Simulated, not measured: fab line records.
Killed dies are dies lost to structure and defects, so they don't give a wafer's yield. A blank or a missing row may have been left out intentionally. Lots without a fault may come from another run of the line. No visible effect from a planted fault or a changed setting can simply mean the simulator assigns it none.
The tool behind it: which one? / flow sky130 / 14 lots, 42 wafers sampled, at 4 steps of a route of 708

== WHAT THE GAUGES SHOWED, per wafer ==
SKY_GATE_OXIDE_OVL_MEAS_10. Usual: GATE_OXIDE_OVL gives -0.2 nm (standard deviation 1.4).
lot=L522; measured=day 14 02:33; on=overlay-02; GATE_OXIDE_OVL (nm)=-1.5 -2.8 -2.1; flag=
lot=L523; measured=day 14 05:50; on=overlay-02; GATE_OXIDE_OVL (nm)=-1.8 -1.0 -2.2; flag=
lot=L525; measured=day 15 00:01; on=overlay-01; GATE_OXIDE_OVL (nm)=0.2 1.2 0.3; flag=
lot=L526; measured=day 15 13:49; on=overlay-02; GATE_OXIDE_OVL (nm)=1.9 1.1 2.3; flag=
lot=L528; measured=day 15 21:30; on=overlay-01; GATE_OXIDE_OVL (nm)=-0.6 -1.2 -1.5; flag=
lot=L527; measured=day 15 21:49; on=overlay-01; GATE_OXIDE_OVL (nm)=-2.2 0.6 -0.8; flag=
lot=L529; measured=day 16 11:57; on=overlay-01; GATE_OXIDE_OVL (nm)=0.3 1.6 2.7; flag=
lot=L531; measured=day 17 09:36; on=overlay-02; GATE_OXIDE_OVL (nm)=1.7 1.3 -0.1; flag=
lot=L536; measured=day 18 18:55; on=overlay-01; GATE_OXIDE_OVL (nm)=-0.3 0.5 -0.4; flag=
lot=L538; measured=day 19 17:48; on=overlay-02; GATE_OXIDE_OVL (nm)=-0.8 -1.4 -1.9; flag=
lot=L540; measured=day 20 09:00; on=overlay-01; GATE_OXIDE_OVL (nm)=-1.1 -2.2 -1.1; flag=
lot=L542; measured=day 20 20:46; on=overlay-01; GATE_OXIDE_OVL (nm)=-0.1 0.8 0.6; flag=
lot=L543; measured=day 21 07:30; on=overlay-01; GATE_OXIDE_OVL (nm)=-0.1 -1.7 -1.8; flag=
lot=L545; measured=day 22 00:48; on=overlay-02; GATE_OXIDE_OVL (nm)=0.0 1.6 0.5; flag=

SKY_LDD_LDN_TW_MEAS_13. Usual: LDD_LDN_TW gives 1472 (standard deviation 18).
lot=L522; measured=day 23 02:31; on=film_metro-03; LDD_LDN_TW=1449 1458 1454; flag=
lot=L523; measured=day 23 14:13; on=film_metro-03; LDD_LDN_TW=1452 1452 1442; flag=
lot=L525; measured=day 24 05:14; on=film_metro-03; LDD_LDN_TW=1450 1438 1450; flag=
lot=L526; measured=day 24 20:08; on=film_metro-01; LDD_LDN_TW=1492 1488 1489; flag=
lot=L528; measured=day 25 04:49; on=film_metro-01; LDD_LDN_TW=1497 1501 1494; flag=
lot=L527; measured=day 25 03:37; on=film_metro-04; LDD_LDN_TW=1473 1482 1477; flag=
lot=L529; measured=day 25 20:13; on=film_metro-04; LDD_LDN_TW=1475 1478 1468; flag=
lot=L531; measured=day 26 15:20; on=film_metro-04; LDD_LDN_TW=1465 1467 1471; flag=
lot=L536; measured=day 28 05:58; on=film_metro-01; LDD_LDN_TW=1498 1496 1507; flag=
lot=L538; measured=day 29 06:58; on=film_metro-04; LDD_LDN_TW=1458 1460 1468; flag=
lot=L540; measured=day 29 12:17; on=film_metro-03; LDD_LDN_TW=1451 1456 1442; flag=
lot=L542; measured=day 29 21:43; on=film_metro-04; LDD_LDN_TW=1470 1459 1469; flag=
lot=L543; measured=day 30 07:02; on=film_metro-04; LDD_LDN_TW=1467 1457 1469; flag=
lot=L545; measured=day 31 00:01; on=film_metro-04; LDD_LDN_TW=1475 1473 1470; flag=

SKY_SD_N_OVL_MEAS_08. Usual: SD_N_OVL gives -0.1 nm (standard deviation 1.4).
lot=L522; measured=day 28 05:49; on=overlay-01; SD_N_OVL (nm)=-0.4 0.2 -1.4; flag=
lot=L523; measured=day 28 13:17; on=overlay-01; SD_N_OVL (nm)=-1.6 -1.8 -0.6; flag=
lot=L525; measured=day 29 03:28; on=overlay-01; SD_N_OVL (nm)=0.6 0.1 0.2; flag=
lot=L526; measured=day 29 19:06; on=overlay-02; SD_N_OVL (nm)=-0.1 0.2 -0.3; flag=
lot=L528; measured=day 30 03:25; on=overlay-01; SD_N_OVL (nm)=1.4 1.6 1.7; flag=
lot=L527; measured=day 30 02:13; on=overlay-02; SD_N_OVL (nm)=-1.4 -1.8 0.5; flag=
lot=L529; measured=day 30 21:58; on=overlay-02; SD_N_OVL (nm)=-1.1 -0.5 -0.7; flag=
lot=L531; measured=day 31 12:15; on=overlay-02; SD_N_OVL (nm)=-2.3 -2.2 -0.7; flag=
lot=L536; measured=day 33 00:07; on=overlay-01; SD_N_OVL (nm)=-2.1 -1.1 -0.9; flag=
lot=L538; measured=day 33 23:43; on=overlay-02; SD_N_OVL (nm)=0.9 -0.5 -0.6; flag=
lot=L540; measured=day 34 04:49; on=overlay-01; SD_N_OVL (nm)=0.5 -1.5 1.7; flag=
lot=L542; measured=day 34 15:57; on=overlay-02; SD_N_OVL (nm)=0.2 -1.3 -2.1; flag=
lot=L543; measured=day 34 22:31; on=overlay-01; SD_N_OVL (nm)=-0.3 0.3 0.4; flag=
lot=L545; measured=day 35 12:48; on=overlay-02; SD_N_OVL (nm)=-2.1 -3.3 -1.5; flag=

== EACH LOT AND THE TOOL THAT RAN IT (in order: tool; ch and the chambers of the sampled wafers; start) ==
lot=L522; SKY_LDD_HVN_COAT_02=litho_track-04 ch 0, day 19 20:13
lot=L523; SKY_LDD_HVN_COAT_02=litho_track-04 ch 0, day 20 09:47
lot=L525; SKY_LDD_HVN_COAT_02=litho_track-04 ch 0, day 20 23:44
lot=L526; SKY_LDD_HVN_COAT_02=litho_track-01 ch 0, day 21 15:09
lot=L528; SKY_LDD_HVN_COAT_02=litho_track-04 ch 0, day 22 00:10
lot=L527; SKY_LDD_HVN_COAT_02=litho_track-04 ch 0, day 21 23:20
lot=L529; SKY_LDD_HVN_COAT_02=litho_track-02 ch 0, day 22 16:36
lot=L531; SKY_LDD_HVN_COAT_02=litho_track-01 ch 0, day 23 11:24
lot=L536; SKY_LDD_HVN_COAT_02=litho_track-04 ch 0, day 25 02:05
lot=L538; SKY_LDD_HVN_COAT_02=litho_track-04 ch 0, day 26 04:20
lot=L540; SKY_LDD_HVN_COAT_02=litho_track-02 ch 0, day 26 09:43
lot=L542; SKY_LDD_HVN_COAT_02=litho_track-01 ch 0, day 26 21:56
lot=L543; SKY_LDD_HVN_COAT_02=litho_track-01 ch 0, day 27 06:50
lot=L545; SKY_LDD_HVN_COAT_02=litho_track-01 ch 0, day 27 23:57
- SKY_LDD_HVN_COAT_02: resist thk 300 nm.

== AS READ BY THE TOOLS THEMSELVES (means over the sampled wafers that have a number; for cases with no such wafer, the mark the record gives instead) ==
SKY_LDD_HVN_COAT_02. Usual: spin_speed_rpm 3000.2 rpm, standard deviation 2.3.
lot=L522; tool=litho_track-04; spin_speed_rpm (rpm)=2999.8; flag=
lot=L523; tool=litho_track-04; spin_speed_rpm (rpm)=2997.6; flag=
lot=L525; tool=litho_track-04; spin_speed_rpm (rpm)=3002.4; flag=
lot=L526; tool=litho_track-01; spin_speed_rpm (rpm)=2998.9; flag=
lot=L528; tool=litho_track-04; spin_speed_rpm (rpm)=3002.3; flag=
lot=L527; tool=litho_track-04; spin_speed_rpm (rpm)=3000.7; flag=
lot=L529; tool=litho_track-02; spin_speed_rpm (rpm)=2997.3; flag=
lot=L531; tool=litho_track-01; spin_speed_rpm (rpm)=3000.1; flag=
lot=L536; tool=litho_track-04; spin_speed_rpm (rpm)=2957.0; flag=OFF
lot=L538; tool=litho_track-04; spin_speed_rpm (rpm)=2951.3; flag=OFF
lot=L540; tool=litho_track-02; spin_speed_rpm (rpm)=3001.0; flag=
lot=L542; tool=litho_track-01; spin_speed_rpm (rpm)=2997.8; flag=
lot=L543; tool=litho_track-01; spin_speed_rpm (rpm)=3003.5; flag=
lot=L545; tool=litho_track-01; spin_speed_rpm (rpm)=3001.9; flag=

== THE ANSWER, worked out from the rows above alone ==
Rule: take the mean of a lot's wafers that have a number; if it is more than 3 standard deviations from the usual mean, the lot is off. A lot without any number at a reading at which 4 lots or more have one is off too. All remaining lots with rows at the step are treated as sound. After the gauges, taken in route order, come the tools' own readings; for these a lot's mean is taken, as printed above. The first step at which some lot is off is used, and at that step the reading that is off furthest; a lot without a number counts as furthest.
Off, at SKY_LDD_HVN_COAT_02 on spin_speed_rpm: L536, L538.
A tool fits if, at that step or a process step before it, it ran every lot that is off, and no sound lot after the first of them. One candidate fits, namely litho_track-04 at SKY_LDD_HVN_COAT_02. A fault onset in the window from L528 (day 22 00:10, its last sound lot) to L536 (day 25 02:05, its first lot off) fits.
The tool's own readings at SKY_LDD_HVN_COAT_02 bear it out: on the lots that are off they differ by more than 5 times the standard deviation of the sound lots' means. spin_speed_rpm reads 2954.2 rpm there against 3000.3 rpm on the sound lots.

== WHAT THE SIMULATOR PUT IN ==
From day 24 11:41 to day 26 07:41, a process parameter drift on litho_track-04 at SKY_LDD_HVN_COAT_02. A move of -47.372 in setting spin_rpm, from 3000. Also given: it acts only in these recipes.
Lots struck among those shown: L536, L538. Same finding as the rule above.
